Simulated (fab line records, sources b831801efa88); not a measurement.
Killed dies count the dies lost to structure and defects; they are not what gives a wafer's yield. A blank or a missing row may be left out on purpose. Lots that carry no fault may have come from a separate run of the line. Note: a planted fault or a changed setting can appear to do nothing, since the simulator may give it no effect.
One fault through the eyes of 2 desks || flow sky130 || numbers are kept per desk, each desk with only its own; the story behind them comes last

== THE METROLOGY DESK ==
Means of the sampled wafers that have a number, per lot and without regard to the tool the lot ran on: this is what the gauges read. If a lot's mean is further than 4 standard deviations from the usual mean, the lot is out of limits and carries the mark OUT (the distance appears in the brackets).
Columns: A = METAL1_ALCU_THK at SKY_METAL1_THK_MEAS_06, usual 249.4 nm; B = cd nm at SKY_METAL1_CD_MEAS_15, usual 139.4 nm; C = METAL1_OVL at SKY_METAL1_OVL_MEAS_16, usual -2 nm
{"lot": "L650", "first seen here": "day 32 06:51", "A": 253.2, "B": 139.2, "C": -3}
{"lot": "L649", "first seen here": "day 32 12:53", "A": 248.7, "B": 141.0, "C": -3}
{"lot": "L658", "first seen here": "day 35 04:22", "A": 246.5, "B": 141.8, "C": -7}
{"lot": "L660", "first seen here": "day 35 21:01", "A": 255.6, "B": 139.1, "C": -4}
{"lot": "L667", "first seen here": "day 37 23:06", "A": 249.7, "B": 138.0, "C": -5}
{"lot": "L668", "first seen here": "day 38 04:50", "A": 249.4, "B": 138.7, "C": -3}
Result from this desk: across the 6 lots, nothing is out of limits.

== DESK OF THE TOOL OWNER: rie metal-02 ==
The tool's own readings at SKY_METAL1_ETCH_18 (etches BARC in N2/H2, stops on SiO2, time 45.9 s, target depth 60 nm): means of the sampled wafers that have a number, for each lot that ran on this tool. If a lot's mean is further than 4 standard deviations from the usual mean, the lot is out of limits and carries the mark OUT (the distance appears in the brackets).
Columns: A = drypump motor current A at SKY_METAL1_ETCH_18, usual 5.7 A; B = h2 flow sccm at SKY_METAL1_ETCH_18, usual 199.9 sccm; C = oes product au at SKY_METAL1_ETCH_18, usual 0.855 a.u.; D = throttle valve pct at SKY_METAL1_ETCH_18, usual 13.225 %
{"lot": "L650", "first seen here": "day 33 09:28", "A": 5.4, "B": 199.1, "C": 0.856, "D": 13.222}
{"lot": "L658", "first seen here": "day 36 06:53", "A": 5.4, "B": 199.7, "C": 0.856, "D": 13.234}
{"lot": "L660", "first seen here": "day 36 23:37", "A": 5.5, "B": 199.8, "C": 0.855, "D": 13.232}
Result from this desk: across the 3 lots, nothing is out of limits.

== BROUGHT TOGETHER ==
From the metrology desk's view, nothing was out of limits.
The desk of the tool owner found nothing out of limits.

== WHAT THE SIMULATOR HAD PUT IN ==
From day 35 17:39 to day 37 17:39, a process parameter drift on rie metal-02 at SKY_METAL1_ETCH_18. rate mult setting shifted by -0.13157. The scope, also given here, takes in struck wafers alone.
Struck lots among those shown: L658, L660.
